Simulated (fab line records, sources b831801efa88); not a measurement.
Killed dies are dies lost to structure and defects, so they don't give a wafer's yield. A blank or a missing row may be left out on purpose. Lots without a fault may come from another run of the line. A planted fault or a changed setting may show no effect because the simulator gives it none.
fab line records | flow sky130
record lots=6 wafers=16 last_day=50
route steps=708 shown VIA3@593 METAL4@598 CAP2M@603 PAD_OPEN@708
lots that met no fault: from a run of the same line without faults
start_h: hours from the record's first day to the start of the lot's first wafer shown | wait_h: hours since the lot's step before | " the same as in the row above | L1.1+2: a row that stands for several wafers | - no value, or no start given | * or withheld: withheld | < > ~ a bound
route shown NAME@n: a module of which the file shows steps, and the number in the route of the first | usual: mean/standard deviation of fault-free wafers | same: alike in all rows | chamber/n: place in a boat | sites: the reading at each site | _std_site: their standard deviation | _edge_site: outer sites' mean less inner sites' | radius_mm: how far each site lies from the wafer's centre | mask NAME#n: copy n | behind: the tool/chamber that last shaped the wafer | hold: why the lot was held/for how many hours/how that ended | device: the transistor (n, p or np) that didn't switch | end of line: the same wafers' tests at the end of the route | a step without rows: its recipe alone | killed: dies lost to structure and defects at the first sort, not the wafer's yield | map: a wafer's dies, x killed, . not, _ none there
set.NAME: the setting as run; set.NAME@STEP: as run at that earlier step | model.NAME: the simulator's own value behind a step, which no gauge read
lots at some steps of the route; a table a step, a row a wafer
services: from which hour (start_h, from the record's first day; less than 0 if before it) a tool's chamber was out of use, for how many hours, and why
## steps
# step SKY_VIA3_SPUTTER_20
# recipe material=TiN target_thk_nm=20 chamber_pressure_pa=5 power_w=4000 time_s=80
# step SKY_VIA3_CVD_21
# recipe material=W target_thk_nm=390 time_s=117.31 temp_c=400 pressure_torr=40
# usual chamber_pressure_Torr=40.01/0.096 heater_power_w=860/89
# columns lot.wafer tool chamber start_h wait_h chamber_pressure_Torr heater_power_w
L103.2 cvd_w-02 0 950.93 0.0 39.82 749
L103.3 " 0 " " 40.02 741
L103.6 " 1 " " 40.07 789
L104.3 cvd_w-02 0 953.39 0.1 40.11 736
L104.4 " 1 " " 40.01 800
L104.6 " 0 " " 40.08 748
L109.3 cvd_w-01 0 1010.60 0.1 40.01 861
L109.4 " 1 " " 40.10 975
L109.6 " 0 " " 39.95 876
L122.1 cvd_w-01 0 1083.33 0.0 40.10 887
L121.1 cvd_w-01 1 1083.63 0.0 40.00 987
L121.2 " 0 " " 39.94 889
L121.6 " 1 " " 40.09 1001
L123.1 cvd_w-01 1 1085.26 0.0 40.06 995
L123.5 " 0 " " 39.89 879
L123.6 " 1 " " 39.98 990
# step SKY_VIA3_RS_MEAS_22
# recipe thk_meas_gauge=four-point-probe reads=W_of_VIA3_CVD_21+TiN_of_VIA3_SPUTTER_20
# usual VIA3_W_RS=0.294/0.0032
# columns lot.wafer tool chamber start_h wait_h VIA3_W_RS[ohm/sq]
L103.2 film_metro-03 - 951.07 0.1 0.293
L103.3 " - " " 0.295
L103.6 " - " " 0.291
L104.3 film_metro-04 - 953.51 0.1 0.297
L104.4 " - " " 0.296
L104.6 " - " " 0.300
L109.3 film_metro-03 - 1010.72 0.1 0.291
L109.4 " - " " 0.289
L109.6 " - " " 0.289
L122.1 film_metro-02 - 1083.45 0.1 0.296
L121.1 film_metro-02 - 1083.75 0.1 0.293
L121.2 " - " " 0.294
L121.6 " - " " 0.295
L123.1 film_metro-02 - 1085.39 0.1 0.293
L123.5 " - " " 0.295
L123.6 " - " " 0.296
# step SKY_VIA3_THK_MEAS_23
# recipe thk_meas_gauge=xrf reads=W_of_VIA3_CVD_21
# usual VIA3_W_THK=401/8
# columns lot.wafer tool chamber start_h wait_h VIA3_W_THK[nm]
L103.2 film_metro-03 - 951.18 0.1 408
L103.3 " - " " 410
L103.6 " - " " 414
L104.3 film_metro-04 - 953.61 0.1 401
L104.4 " - " " 403
L104.6 " - " " 395
L109.3 film_metro-03 - 1010.82 0.1 411
L109.4 " - " " 414
L109.6 " - " " 414
L122.1 film_metro-02 - 1083.57 0.1 393
L121.1 film_metro-02 - 1083.87 0.1 394
L121.2 " - " " 397
L121.6 " - " " 394
L123.1 film_metro-02 - 1085.51 0.1 396
L123.5 " - " " 393
L123.6 " - " " 391
# step SKY_VIA3_CMP_24
# recipe stop_on=SiO2 t_overpolish_s=20 down_force_psi=3.5 platen_rpm=60 target_thk_nm=0 pad_velocity_m_s=0.94248
# step SKY_METAL4_SPUTTER_00
# recipe material=Ti target_thk_nm=15 power_w=3000 time_s=10 chamber_pressure_pa=0.4
# step SKY_METAL4_SPUTTER_01
# recipe material=TiN target_thk_nm=20 power_w=6500 time_s=16.7 chamber_pressure_pa=0.4
# usual cathode_dc_power_W=6500.0/1.2 throttle_valve_pct=30.1/0.84
# columns lot.wafer tool chamber start_h wait_h cathode_dc_power_W throttle_valve_pct
L103.2 pvd_sputter-02 - 951.55 0.0 6499.4 30.1
L103.3 " - " " 6501.2 28.6
L103.6 " - " " 6499.9 28.8
L104.3 pvd_sputter-01 - 953.97 0.0 6498.7 31.0
L104.4 " - " " 6500.6 31.8
L104.6 " - " " 6499.8 29.2
L109.3 pvd_sputter-01 - 1011.18 0.0 6499.7 30.4
L109.4 " - " " 6495.8 31.0
L109.6 " - " " 6501.1 29.3
L122.1 pvd_sputter-01 - 1083.95 0.0 6498.5 30.4
L121.1 pvd_sputter-02 - 1084.37 0.0 6501.6 28.4
L121.2 " - " " 6501.2 30.3
L121.6 " - " " 6502.1 30.6
L123.1 pvd_sputter-03 - 1085.89 0.0 6498.3 29.1
L123.5 " - " " 6499.5 29.6
L123.6 " - " " 6498.0 29.2
# step SKY_METAL4_SPUTTER_02
# recipe material=AlCu target_thk_nm=735 power_w=10600 time_s=39.1 chamber_pressure_pa=0.4
# usual cathode_dc_power_W=10600/1.9 throttle_valve_pct=30.1/0.85
# columns lot.wafer tool chamber start_h wait_h cathode_dc_power_W throttle_valve_pct
L103.2 pvd_sputter-02 - 951.58 0.0 10599 30.1
L103.3 " - " " 10600 28.6
L103.6 " - " " 10600 28.5
L104.3 pvd_sputter-01 - 954.00 0.0 10600 30.6
L104.4 " - " " 10597 31.4
L104.6 " - " " 10597 29.5
L109.3 pvd_sputter-01 - 1011.21 0.0 10599 30.1
L109.4 " - " " 10601 30.8
L109.6 " - " " 10600 29.2
L122.1 pvd_sputter-01 - 1083.98 0.0 10597 30.3
L121.1 pvd_sputter-02 - 1084.40 0.0 10599 28.6
L121.2 " - " " 10598 30.2
L121.6 " - " " 10600 30.1
L123.1 pvd_sputter-03 - 1085.92 0.0 10598 29.2
L123.5 " - " " 10598 29.9
L123.6 " - " " 10598 29.4
# step SKY_METAL4_SPUTTER_03
# recipe material=Ti target_thk_nm=5 power_w=3000 time_s=3.3 chamber_pressure_pa=0.4
# usual cathode_dc_power_W=3000.1/0.6 throttle_valve_pct=30.1/0.84
# columns lot.wafer tool chamber start_h wait_h cathode_dc_power_W throttle_valve_pct
L103.2 pvd_sputter-02 - 951.62 0.0 3000.4 30.2
L103.3 " - " " 3000.5 28.8
L103.6 " - " " 3000.0 28.7
L104.3 pvd_sputter-01 - 954.04 0.0 2999.3 30.7
L104.4 " - " " 2999.9 31.5
L104.6 " - " " 2999.6 29.5
L109.3 pvd_sputter-01 - 1011.25 0.0 3000.7 30.1
L109.4 " - " " 2999.9 30.9
L109.6 " - " " 3000.0 29.5
L122.1 pvd_sputter-01 - 1084.02 0.0 3000.6 30.2
L121.1 pvd_sputter-02 - 1084.44 0.0 2999.8 28.7
L121.2 " - " " 2999.8 30.2
L121.6 " - " " 2999.6 30.2
L123.1 pvd_sputter-03 - 1085.96 0.0 3000.6 29.0
L123.5 " - " " 2999.7 29.6
L123.6 " - " " 3000.3 29.2
# step SKY_METAL4_SPUTTER_04
# recipe material=TiN target_thk_nm=70 power_w=6500 time_s=58.3 chamber_pressure_pa=0.4
# step SKY_CAP2M_CVD_00
# recipe material=SiO2 target_thk_nm=15.5 temp_c=400 time_s=withheld rf_w=450
# step SKY_CAP2M_THK_MEAS_01
# recipe reads=SiO2_of_CAP2M_CVD_00
# usual CAP2M_CVD_00_THK=15.43/0.22
# columns lot.wafer tool chamber start_h wait_h CAP2M_CVD_00_THK[nm]
L103.2 film_metro-01 - 951.73 - 15.20
L103.3 " - " " 15.18
L103.6 " - " " 15.36
L104.3 film_metro-04 - 954.15 - 15.11
L104.4 " - " " 15.70
L104.6 " - " " 15.58
L109.3 film_metro-02 - 1011.36 - 15.43
L109.4 " - " " 15.38
L109.6 " - " " 15.37
L122.1 film_metro-01 - 1084.12 - 15.47
L121.1 film_metro-01 - 1084.53 - 15.45
L121.2 " - " " 15.50
L121.6 " - " " 15.80
L123.1 film_metro-04 - 1086.06 - 14.92
L123.5 " - " " 15.33
L123.6 " - " " 15.53
# step SKY_CAP2M_SPUTTER_02
# recipe material=TiN target_thk_nm=200 temp_c=300 power_w=6500 time_s=166.7 chamber_pressure_pa=0.4
# usual cathode_dc_power_W=6500.0/1.2 throttle_valve_pct=29.9/0.87
# columns lot.wafer tool chamber start_h wait_h cathode_dc_power_W throttle_valve_pct model.TiN_of_CAP2M_SPUTTER_02.thk_nm
L103.2 pvd_sputter-03 - 951.78 0.0 6500.8 29.1 199.3
L103.3 " - " " 6500.6 30.1 197.2
L103.6 " - " " 6499.5 29.4 198.9
L104.3 pvd_sputter-04 - 954.19 0.0 6501.8 28.9 198
L104.4 " - " " 6502.3 29.2 198.1
L104.6 " - " " 6498.9 30.4 196.8
L109.3 pvd_sputter-04 - 1011.40 0.0 6500.0 28.8 198.6
L109.4 " - " " 6498.3 30.7 202.5
L109.6 " - " " 6500.0 29.1 197.5
L122.1 pvd_sputter-04 - 1084.18 0.1 6331.4 29.2 195.8
L121.1 pvd_sputter-04 - 1084.59 0.1 6500.0 29.2 199
L121.2 " - " " 6500.1 30.4 197
L121.6 " - " " 6332.5 29.1 195
L123.1 pvd_sputter-02 - 1086.12 0.1 6500.5 31.1 200.3
L123.5 " - " " 6498.6 28.5 198.3
L123.6 " - " " 6502.5 31.0 202.4
# step SKY_CAP2M_RS_MEAS_03
# recipe thk_meas_gauge=four-point-probe reads=TiN_of_CAP2M_SPUTTER_02
# usual CAP2M_TIN_RS=6.94/0.095
# columns lot.wafer tool chamber start_h wait_h CAP2M_TIN_RS[ohm/sq]
L103.2 film_metro-04 - 951.91 0.1 6.94
L103.3 " - " " 7.03
L103.6 " - " " 6.97
L104.3 film_metro-01 - 954.33 0.1 7.02
L104.4 " - " " 6.99
L104.6 " - " " 7.04
L109.3 film_metro-01 - 1011.55 0.1 6.97
L109.4 " - " " 6.84
L109.6 " - " " 7.01
L122.1 film_metro-04 - 1084.29 0.1 7.09
L121.1 film_metro-02 - 1084.70 0.1 6.94
L121.2 " - " " 7.03
L121.6 " - " " 7.08
L123.1 film_metro-01 - 1086.22 0.1 6.91
L123.5 " - " " 6.99
L123.6 " - " " 6.85
# step SKY_CAP2M_THK_MEAS_04
# recipe thk_meas_gauge=xrf reads=TiN_of_CAP2M_SPUTTER_02
# usual CAP2M_TIN_THK=196.0/2.8
# columns lot.wafer tool chamber start_h wait_h CAP2M_TIN_THK[nm]
L103.2 film_metro-04 - 952.02 0.1 196.1
L103.3 " - " " 192.9
L103.6 " - " " 195.5
L104.3 film_metro-01 - 954.43 0.1 194.2
L104.4 " - " " 194.9
L104.6 " - " " 193.2
L109.3 film_metro-01 - 1011.65 0.1 193.7
L109.4 " - " " 197.8
L109.6 " - " " 193.2
L122.1 film_metro-04 - 1084.41 0.1 192.1
L121.1 film_metro-02 - 1084.82 0.1 196.3
L121.2 " - " " 193.5
L121.6 " - " " 191.3
L123.1 film_metro-01 - 1086.34 0.1 196.2
L123.5 " - " " 194.4
L123.6 " - " " 198.4
# step SKY_CAP2M_DEHYDRATE_05
# recipe temp_c=200 time_s=60
# step SKY_CAP2M_HMDS_06
# recipe prime_time_s=60 prime_temp_c=120
# step SKY_CAP2M_COAT_07
# recipe resist=NOVOLAK spin_rpm=3024 resist_thk_nm=1140
# step SKY_CAP2M_SOFTBAKE_08
# recipe temp_c=90 time_s=60 resist=NOVOLAK
# step SKY_CAP2M_EXPOSE_09
# recipe mask_id=CAP2M na=0.6 source_shape=conventional sigma_outer=0.6 polarization=unpolarized target_cd_nm=1000 dose_mj=159
# step SKY_CAP2M_PEB_10
# recipe temp_c=withheld time_s=* resist=NOVOLAK
# step SKY_CAP2M_DEVELOP_11
# recipe resist=NOVOLAK developer=TMAH develop_time_s=60 dev_temp_c=23
# step SKY_CAP2M_OVL_MEAS_12
# usual CAP2M_OVL=0.8/1.3
# columns lot.wafer tool chamber start_h wait_h CAP2M_OVL[nm]
L103.2 overlay-01 - 975.87 0.1 -1.8
L103.3 " - " " -0.7
L103.6 " - " " 0.0
L104.3 overlay-01 - 979.07 0.1 1.0
L104.4 " - " " 2.0
L104.6 " - " " 1.4
L109.3 overlay-02 - 1033.88 0.1 1.1
L109.4 " - " " 2.1
L109.6 " - " " 2.4
L122.1 overlay-01 - 1104.32 0.1 1.9
L121.1 overlay-02 - 1104.62 0.1 1.3
L121.2 " - " " -0.9
L121.6 " - " " 0.4
L123.1 overlay-02 - 1105.70 0.1 0.9
L123.5 " - " " 2.4
L123.6 " - " " 3.2
# step SKY_CAP2M_METAL_ETCH_13
# recipe target_depth_nm=220 stop_on=SiO2 chemistry=Cl2/BCl3 target=TiN pressure_mtorr=10 icp_w=900 bias_w=48.5 Cl2_flow_sccm=60 bcl3_flow_sccm=30 time_s=62.9
# usual drypump_motor_current_A=6.0/0.47 oes_product_au=0.940/0.0088 throttle_valve_pct=21.903/0.011
# columns lot.wafer tool chamber start_h wait_h drypump_motor_current_A oes_product_au rf_hours_counter_h throttle_valve_pct model.CAP2M.feature_depth_nm model.etch.depth_nm
L103.2 rie_metal-02 0 975.90 0.0 6.2 0.940 19 21.895 199.3 199.3
L103.3 " 0 " " 6.2 0.928 - 21.916 197.2 197.2
L103.6 " 0 " " 6.2 0.942 - 21.905 198.9 198.9
L104.3 rie_metal-04 1 979.12 0.0 6.3 0.938 - 21.899 198 198
L104.4 " 0 " " 6.1 0.938 - 21.887 198.1 198.1
L104.6 " 1 " " 6.2 0.941 - 21.891 196.8 196.8
L109.3 rie_metal-04 0 1033.93 0.0 6.1 0.938 - 21.905 198.6 198.6
L109.4 " 1 " " 6.2 0.942 - 21.894 202.5 202.5
L109.6 " 1 " " 6.2 0.934 - 21.898 197.5 197.5
L122.1 rie_metal-04 0 1104.36 0.0 6.1 0.927 13 21.918 195.8 195.8
L121.1 rie_metal-04 1 1104.66 0.0 6.3 0.939 21 21.897 199 199
L121.2 " 0 " " 6.1 0.942 13 21.899 197 197
L121.6 " 1 " " 6.3 0.932 - 21.915 195 195
L123.1 rie_metal-02 0 1105.74 0.0 6.1 0.946 4 21.910 200.3 200.3
L123.5 " 0 " " 6.2 0.932 - 21.907 198.3 198.3
L123.6 " 1 " " 5.4 0.944 - 21.895 202.4 202.4
# step SKY_CAP2M_STRIP_14
# recipe chemistry=O2/N2 power_w=1400 pressure_mtorr=1500 platen_temp_c=withheld o2_flow_sccm=3000 n2_flow_sccm=300 overash_fraction=0.5
# step SKY_CAP2M_STRIP_15
# recipe chemistry=post_etch_residue_remover time_s=1200 temp_c=72.5
# step SKY_CAP2M_CLEAN_16
# recipe chemistry=IPA time_s=180 temp_c=25
# step SKY_CAP2M_CLEAN_17
# recipe chemistry=O3/DIW dry=n2_spin
# step SKY_METAL4_DEHYDRATE_05
# recipe temp_c=200 time_s=60
# step SKY_METAL4_HMDS_06
# recipe prime_time_s=60 prime_temp_c=120
# step SKY_METAL4_COAT_07
# recipe resist=BARC temp_c=withheld time_s=withheld spin_rpm=3000 resist_thk_nm=60
# step SKY_METAL4_COAT_08
# recipe resist=KrF-thick spin_rpm=3000 resist_thk_nm=1140
# step SKY_METAL4_SOFTBAKE_09
# recipe temp_c=100 time_s=90 resist=KrF-thick
# step SKY_METAL4_EXPOSE_10
# recipe mask_id=MM4 na=0.68 source_shape=annular sigma_inner=0.4 sigma_outer=0.8 target_cd_nm=300 dose_mj=28
# step SKY_METAL4_PEB_11
# recipe peb_temp_c=withheld peb_time_s=withheld resist=KrF-thick
# step SKY_METAL4_DEVELOP_12
# recipe develop_time_s=60 resist=KrF-thick dev_temp_c=21
# step SKY_METAL4_CD_MEAS_13
# recipe target_cd_nm=300
# usual cd_nm=300.8/1.4
# columns lot.wafer tool chamber start_h wait_h cd_nm
L103.2 cd_sem-02 - 999.60 - 300.7
L103.3 " - " " 301.4
L103.6 " - " " 300.6
L104.3 cd_sem-02 - 1006.12 - 299.9
L104.4 " - " " 299.0
L104.6 " - " " 301.1
L109.3 cd_sem-01 - 1058.75 - 302.8
L109.4 " - " " 301.1
L109.6 " - " " 301.8
L122.1 cd_sem-02 - 1125.14 - 302.6
L121.1 cd_sem-01 - 1125.17 - 299.0
L121.2 " - " " 298.4
L121.6 " - " " 298.6
L123.1 cd_sem-02 - 1126.32 - 300.6
L123.5 " - " " 299.1
L123.6 " - " " 300.7
# step SKY_METAL4_OVL_MEAS_14
# usual METAL4_OVL=3/4.8
# columns lot.wafer tool chamber start_h wait_h METAL4_OVL[nm]
L103.2 overlay-02 - 999.71 0.1 -2
L103.3 " - " " 6
L103.6 " - " " 0
L104.3 overlay-01 - 1006.22 0.1 2
L104.4 " - " " 5
L104.6 " - " " 10
L109.3 overlay-01 - 1058.84 0.1 2
L109.4 " - " " 6
L109.6 " - " " 5
L122.1 overlay-01 - 1125.26 0.1 4
L121.1 overlay-02 - 1125.29 0.1 10
L121.2 " - " " 5
L121.6 " - " " 10
L123.1 overlay-01 - 1126.44 0.1 8
L123.5 " - " " 5
L123.6 " - " " 6
# step SKY_METAL4_DESCUM_15
# recipe chemistry=O2 source_power_w=150 bias_power_w=0 pressure_mtorr=10 temp_c=40 time_s=8
# usual drypump_motor_current_A=6.0/0.52 oes_product_au=1.001/0.0083 temp_c=40.01/0.1
# columns lot.wafer tool chamber start_h wait_h drypump_motor_current_A oes_product_au rf_hours_counter_h temp_c
L103.2 rie_metal-02 1 999.74 0.0 5.4 0.995 13 40.03
L103.3 " 1 " " 5.4 0.983 - 40.09
L103.6 " 1 " " 5.4 0.987 - 40.25
L104.3 rie_metal-02 0 1006.25 0.0 6.2 0.995 - 39.95
L104.4 " 1 " " 5.4 1.009 - 39.75
L104.6 " 1 " " 5.4 0.998 - 39.96
L109.3 rie_metal-03 1 1058.88 0.0 6.1 1.009 - 39.99
L109.4 " 0 " " 6.2 1.012 - 40.08
L109.6 " 1 " " 6.1 1.012 - 40.00
L122.1 rie_metal-01 1 1125.29 0.0 5.3 1.002 19 40.14
L121.1 rie_metal-02 0 1125.33 0.0 6.2 1.002 6 40.16
L121.2 " 1 " " 5.4 0.998 21 39.87
L121.6 " 1 " " 5.5 0.990 - 40.11
L123.1 rie_metal-03 1 1126.48 0.0 6.1 1.007 19 39.98
L123.5 " 1 " " 6.1 1.009 - 39.95
L123.6 " 0 " " 6.2 1.003 - 39.90
# step SKY_METAL4_ETCH_16
# recipe chemistry=N2/H2 target=BARC ion_energy_ev=200 bias_w=100 pressure_mtorr=30 n2_flow_sccm=100 h2_flow_sccm=200 icp_w=500 stop_on=SiO2 time_s=88.2 target_depth_a=600
# step SKY_METAL4_ETCH_17
# recipe target=SiO2 stop_on=TiN chemistry=C4F8/O2/Ar source_w=1500 bias_w=1200 pressure_mtorr=40 c4f8_flow_sccm=withheld O2_flow_sccm=6 Ar_flow_sccm=300 time_s=3.9 target_depth_a=150
# step SKY_METAL4_METAL_ETCH_18
# recipe target_depth_a=8450 stop_on=SiO2 over_etch_frac=0.3 time_s=183.1 chemistry=Cl2/BCl3 resist_sidewall_deg=88 pressure_mtorr=10 icp_w=900 bias_w=48.5 Cl2_flow_sccm=60 bcl3_flow_sccm=30
# step SKY_METAL4_STRIP_20
# recipe chemistry=post_etch_residue_remover time_s=1200 temp_c=72.5
# usual temp_c=72.50/0.12
# columns lot.wafer tool chamber start_h wait_h temp_c model.TiN_of_CAP2M_SPUTTER_02.thk_nm
L103.2 wet_bench-04 2 1000.17 0.1 72.62 198.4
L103.3 " 2 " " 72.39 196.4
L103.6 " 2 " " 72.50 198
L104.3 wet_bench-01 1 1006.67 0.0 72.62 197.1
L104.4 " 1 " " 72.54 197.2
L104.6 " 1 " " 72.58 196
L109.3 wet_bench-01 0 1059.29 0.0 72.49 197.8
L109.4 " 0 " " 72.59 201.6
L109.6 " 0 " " 72.65 196.7
L122.1 wet_bench-01 2 1125.72 0.1 72.66 194.9
L121.1 wet_bench-02 2 1125.75 0.1 72.32 198.2
L121.2 " 2 " " 72.33 196.1
L121.6 " 2 " " 72.38 194.2
L123.1 wet_bench-04 3 1126.90 0.1 72.51 199.4
L123.5 " 3 " " 72.55 197.4
L123.6 " 3 " " 72.61 201.5
# step SKY_PAD_OPEN_PROBE_99
# usual killed_at_M0_to_M3=43/7 killed_at_M4_up=3.3/1.8 killed_at_contacts=24/6.2 killed_at_front_end=16/4.7 killed_at_other=0.4/0.58 killed_dies=87/10 killed_open=47/6.4 killed_short=39/7
# same gross_dies=492 killed_at_back_side=0
# columns lot.wafer tool chamber start_h wait_h killed_at_M0_to_M3 killed_at_M4_up killed_at_contacts killed_at_front_end killed_at_other killed_dies killed_open killed_short model.etest.cap_mim2.plate_ohm_sq
L103.2 prober-02 - 1091.26 0.1 41 2 32 8 0 83 46 37 6.023
L103.3 prober-02 - 1091.31 0.2 36 4 36 14 0 90 49 41 6.042
L103.6 prober-02 - 1091.46 0.2 40 6 44 15 0 105 49 56 6.062
L104.3 prober-01 - 1100.03 0.2 39 4 21 30 0 94 49 45 6.032
L104.4 prober-01 - 1100.08 0.2 44 5 18 32 0 99 55 41 6.053
L104.6 prober-01 - 1100.18 0.2 43 6 22 24 0 95 44 51 6.09
L109.3 prober-02 - 1145.39 0.2 50 2 28 14 0 94 56 38 6.068
L109.4 prober-02 - 1145.44 0.2 48 0 27 11 1 87 49 37 5.918
L109.6 prober-02 - 1145.54 0.2 53 5 22 16 0 96 52 44 6.029
L122.1 prober-02 - 1201.74 0.1 45 4 20 13 0 82 47 35 6.139
L121.1 prober-01 - 1202.37 0.1 30 2 25 10 1 68 31 37 5.97
L121.2 prober-01 - 1202.42 0.1 35 3 18 16 0 72 39 33 6.072
L121.6 prober-01 - 1202.62 0.2 51 3 27 7 1 89 43 46 6.17
L123.1 prober-02 - 1203.24 0.1 43 3 21 21 0 88 36 52 5.955
L123.5 prober-02 - 1203.44 0.2 50 5 26 19 0 100 58 42 6.081
L123.6 prober-02 - 1203.49 0.2 45 5 24 17 0 91 59 32 5.992
# killed by level:class
L103.2 VIA1:geometric_particle:open=13 CONTACT:geometric_particle:short=8 CONTACT:geometric_particle:open=7 LI_CONTACT:geometric_particle:open=6 VIA1:geometric_particle:short=6 LOCAL_INTERCONNECT:geometric_particle:open=5 METAL1:geometric_particle:short=5 VIA3:geometric_particle:open=5
L103.3 CONTACT:geometric_particle:open=16 VIA1:geometric_particle:open=8 METAL2:geometric_particle:short=8 LOCAL_INTERCONNECT:geometric_particle:short=7 CONTACT:geometric_particle:short=6 VIA3:geometric_particle:open=6 LI_CONTACT:geometric_particle:open=5 METAL1:geometric_particle:short=5
L103.6 CONTACT:geometric_particle:open=13 LI_CONTACT:geometric_particle:short=9 CONTACT:geometric_particle:short=8 VIA1:geometric_particle:open=8 LOCAL_INTERCONNECT:geometric_particle:short=6 METAL3:geometric_particle:short=6 LI_CONTACT:geometric_particle:open=6 METAL1:geometric_particle:short=6
L104.3 FIELD_ISO:geometric_particle:open=13 VIA1:geometric_particle:open=8 VIA1:geometric_particle:short=7 CONTACT:geometric_particle:open=6 FIELD_ISO:geometric_particle:short=5 POLY_GATE:geometric_particle:short=5 POLY_GATE:geometric_particle:open=5 CONTACT:geometric_particle:short=5
L104.4 FIELD_ISO:geometric_particle:open=10 LI_CONTACT:geometric_particle:open=8 METAL2:geometric_particle:short=8 VIA3:geometric_particle:open=7 POLY_GATE:geometric_particle:open=6 CONTACT:geometric_particle:open=6 METAL1:geometric_particle:open=6 POLY_GATE:geometric_particle:short=5
L104.6 VIA1:geometric_particle:open=11 FIELD_ISO:geometric_particle:short=9 LOCAL_INTERCONNECT:geometric_particle:short=8 VIA1:geometric_particle:short=6 METAL2:geometric_particle:short=6 LI_CONTACT:geometric_particle:open=5 POLY_GATE:geometric_particle:short=5 CONTACT:geometric_particle:open=5
L109.3 VIA1:geometric_particle:open=15 CONTACT:geometric_particle:open=11 LI_CONTACT:geometric_particle:open=7 VIA2:geometric_particle:open=7 LOCAL_INTERCONNECT:geometric_particle:short=6 METAL2:geometric_particle:short=6 METAL1:geometric_particle:short=5 VIA1:geometric_particle:short=5
L109.4 LI_CONTACT:geometric_particle:open=12 VIA1:geometric_particle:open=12 CONTACT:geometric_particle:open=6 METAL1:geometric_particle:short=6 VIA2:geometric_particle:short=6 METAL2:geometric_particle:short=5 VIA1:geometric_particle:short=4 VIA2:geometric_particle:open=4
L109.6 VIA1:geometric_particle:open=13 VIA3:geometric_particle:open=8 CONTACT:geometric_particle:open=7 VIA1:geometric_particle:short=7 VIA2:geometric_particle:open=6 LOCAL_INTERCONNECT:geometric_particle:short=6 LI_CONTACT:geometric_particle:open=5 METAL2:geometric_particle:short=5
L122.1 VIA3:geometric_particle:open=9 VIA1:geometric_particle:short=8 VIA1:geometric_particle:open=8 CONTACT:geometric_particle:open=7 FIELD_ISO:geometric_particle:open=5 LOCAL_INTERCONNECT:geometric_particle:short=5 VIA2:geometric_particle:open=5 LI_CONTACT:geometric_particle:open=4
L121.1 CONTACT:geometric_particle:open=10 VIA1:geometric_particle:open=8 METAL1:geometric_particle:short=6 VIA1:geometric_particle:short=6 LI_CONTACT:geometric_particle:open=4 LI_CONTACT:geometric_particle:short=4 CONTACT:geometric_particle:short=4 METAL3:geometric_particle:short=3
L121.2 LOCAL_INTERCONNECT:geometric_particle:short=6 CONTACT:geometric_particle:open=6 VIA2:geometric_particle:open=6 VIA3:geometric_particle:open=6 FIELD_ISO:geometric_particle:short=5 VIA1:geometric_particle:open=5 VIA1:geometric_particle:short=5 POLY_GATE:geometric_particle:open=4
L121.6 CONTACT:geometric_particle:open=13 VIA1:geometric_particle:open=9 METAL1:geometric_particle:short=8 VIA2:geometric_particle:short=8 VIA3:geometric_particle:open=7 CONTACT:geometric_particle:short=6 VIA1:geometric_particle:short=5 LI_CONTACT:geometric_particle:open=4
L123.1 VIA1:geometric_particle:open=7 VIA2:geometric_particle:short=7 LOCAL_INTERCONNECT:geometric_particle:short=5 CONTACT:geometric_particle:open=5 CONTACT:geometric_particle:short=5 METAL2:geometric_particle:short=5 VIA3:geometric_particle:open=5 FIELD_ISO:geometric_particle:short=4
L123.5 CONTACT:geometric_particle:open=13 VIA1:geometric_particle:open=10 VIA3:geometric_particle:open=10 METAL2:geometric_particle:short=9 FIELD_ISO:geometric_particle:open=5 CONTACT:geometric_particle:short=5 VIA2:geometric_particle:open=5 LOCAL_INTERCONNECT:geometric_particle:short=4
L123.6 VIA1:geometric_particle:open=12 CONTACT:geometric_particle:open=10 LI_CONTACT:geometric_particle:open=8 VIA3:geometric_particle:open=8 METAL2:geometric_particle:short=5 FIELD_ISO:geometric_particle:open=4 POLY_GATE:geometric_particle:open=4 SPACER:geometric_particle:open=4
## services
# columns tool chamber start_h hours kind
pvd_sputter-01 - 954.81 4.3 repair
rie_metal-03 0 964.31 4.1 repair
rie_metal-04 1 988.97 15.5 repair
wet_bench-02 - 992.93 2.9 repair
rie_metal-02 - 1010.42 26.5 repair
pvd_sputter-01 2 1013.54 - consumable_replace:kit
pvd_sputter-01 2 1013.54 18.0 scheduled_down
pvd_sputter-01 2 1013.54 18.0 vent_cycle
rie_metal-04 - 1048.09 2.8 pm
pvd_sputter-04 - 1048.40 6.9 repair
cvd_w-02 - 1061.90 0.8 repair
wet_bench-01 - 1062.48 16.5 repair
pvd_sputter-02 - 1064.26 5.3 repair
rie_metal-04 - 1064.56 0.1 repair
cvd_w-02 - 1065.15 2.8 pm
rie_metal-04 0 1076.83 11.8 repair
rie_metal-03 - 1085.60 28.1 pm
wet_bench-01 - 1090.24 1.7 repair
pvd_sputter-01 - 1093.31 1.3 repair
pvd_sputter-02 3 1112.00 - consumable_replace:kit
pvd_sputter-02 3 1112.00 18.0 scheduled_down
pvd_sputter-04 - 1114.19 7.6 repair
cvd_w-02 0 1114.82 18.9 repair
cvd_w-01 1 1118.65 7.5 repair
## key
first_sign step=SKY_CAP2M_SPUTTER_02 reading=cathode_dc_power_W direction=down sigmas=99+ usual=6500.0 struck=6332.0
effect none on later readings
model_effect step=SKY_CAP2M_SPUTTER_02 value=TiN_of_CAP2M_SPUTTER_02.thk_nm without=200.5 struck=195.4
model_effect step=SKY_CAP2M_METAL_ETCH_13 value=CAP2M.feature_depth_nm without=200.5 struck=195.4
model_effect step=SKY_METAL4_STRIP_20 value=TiN_of_CAP2M_SPUTTER_02.thk_nm without=199.7 struck=194.5
model_effect step=SKY_PAD_OPEN_PROBE_99 value=etest.cap_mim2.plate_ohm_sq without=5.996 struck=6.155
met_at SKY_CAP2M_SPUTTER_02
struck_wafers L121.6,L122.1
tester_left_out L122
onset_between 1011.40 1084.18
earlier_fault kind=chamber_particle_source tool=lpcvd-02 chamber=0 onset_h=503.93 steps=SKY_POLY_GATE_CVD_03 rate_per_visit_cm2=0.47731 end_h=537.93
fault kind=process_parameter_drift tool=pvd_sputter-04 chamber=- onset_h=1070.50 steps=SKY_CAP2M_SPUTTER_02 channel=power_w offset=* shape=step end_h=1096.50 acts_in=* stated=* scope=struck_wafers_only
# tester_left_out: of these lots the tester's yield and bins aren't shown, on N5 and GAA mostly nor the transistor test; their killed dies are dies lost to structure and defects alone, not to doping, threshold or leakage, so they don't give the yield
